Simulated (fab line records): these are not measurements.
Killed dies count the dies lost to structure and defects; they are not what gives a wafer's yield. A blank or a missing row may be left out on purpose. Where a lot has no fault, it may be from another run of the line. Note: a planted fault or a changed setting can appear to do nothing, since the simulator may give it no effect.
What tool caused it?	flow sfq_line	14 lots (42 wafers sampled), 1 step of a 325-step route

WHAT EACH GAUGE READ, for each wafer
Not one reading of a measure or inspect step in the record can be checked against a usual standard deviation.

WHICH TOOL RAN EACH LOT (tool, then ch and the chambers of the sampled wafers, then the start)
lot	SFQ_TRILAYER_M4_DEP_SPUTTER_091
L958	pvd_sputter-03, day 34 08:14
L959	pvd_sputter-05, day 34 20:22
L961	pvd_sputter-06, day 35 02:08
L962	pvd_sputter-03, day 36 21:16
L963	pvd_sputter-06, day 37 03:59
L964	pvd_sputter-06, day 37 14:58
L965	pvd_sputter-06, day 37 22:04
L970	pvd_sputter-03, day 42 02:35
L971	pvd_sputter-03, day 48 05:55
L972	pvd_sputter-05, day 48 10:07
L975	pvd_sputter-03, day 48 15:31
L976	pvd_sputter-05, day 48 18:55
L977	pvd_sputter-06, day 48 21:19
L978	pvd_sputter-05, day 48 23:43
- SFQ_TRILAYER_M4_DEP_SPUTTER_091: material Nb, target thk 200 nm, time 133.3 s.

AS READ BY THE TOOLS THEMSELVES (means over the sampled wafers that have a number; for cases with no such wafer, the mark the record gives instead)
SFQ_TRILAYER_M4_DEP_SPUTTER_091.
lot	tool	chamber_pressure_pa (Pa)	throttle_valve_pct (%)
L958	pvd_sputter-03	0.13327	30.4
L959	pvd_sputter-05	0.13337	29.6
L961	pvd_sputter-06	0.13329	29.7
L962	pvd_sputter-03	0.13316	29.2
L963	pvd_sputter-06	0.13346	28.8
L964	pvd_sputter-06	0.13883	28.1
L965	pvd_sputter-06	0.13910	28.4
L970	pvd_sputter-03	0.13356	28.4
L971	pvd_sputter-03	0.13323	29.6
L972	pvd_sputter-05	0.13338	28.9
L975	pvd_sputter-03	0.13304	29.2
L976	pvd_sputter-05	0.13316	29.7
L977	pvd_sputter-06	0.13330	28.9
L978	pvd_sputter-05	0.13351	30.0

THE ANSWER, worked out from the rows above alone
Rule: what is usual is taken from the lots themselves. The widest of any qualifying gaps counts: lots, ordered by their means at a reading, are off when they make up no more than a third of the lots, leave a main group of 4 or more, and stand apart from it by 3 or more times the standard deviation of that group's means. Not used: any main group whose means are identical at the precision the tables above print for the reading. A lot without any number at a reading at which 4 lots or more have one is off too. All remaining lots with rows at the step are treated as sound. The gauges are gone through in route order, then the tools' own readings, and for those a lot's mean is taken as printed above. At the first step where some lot is off, the reading lying furthest off is the one used; lots without a number count as furthest.
Off: L964, L965 (SFQ_TRILAYER_M4_DEP_SPUTTER_091, chamber_pressure_pa). Mean 0.13331 Pa and standard deviation 0.00015 in the main group.
A tool fits if, at that step or a process step before it, it ran every lot that is off, and no sound lot after the first of them. None of those tried fits.

WHAT THE SIMULATOR HAD PUT IN
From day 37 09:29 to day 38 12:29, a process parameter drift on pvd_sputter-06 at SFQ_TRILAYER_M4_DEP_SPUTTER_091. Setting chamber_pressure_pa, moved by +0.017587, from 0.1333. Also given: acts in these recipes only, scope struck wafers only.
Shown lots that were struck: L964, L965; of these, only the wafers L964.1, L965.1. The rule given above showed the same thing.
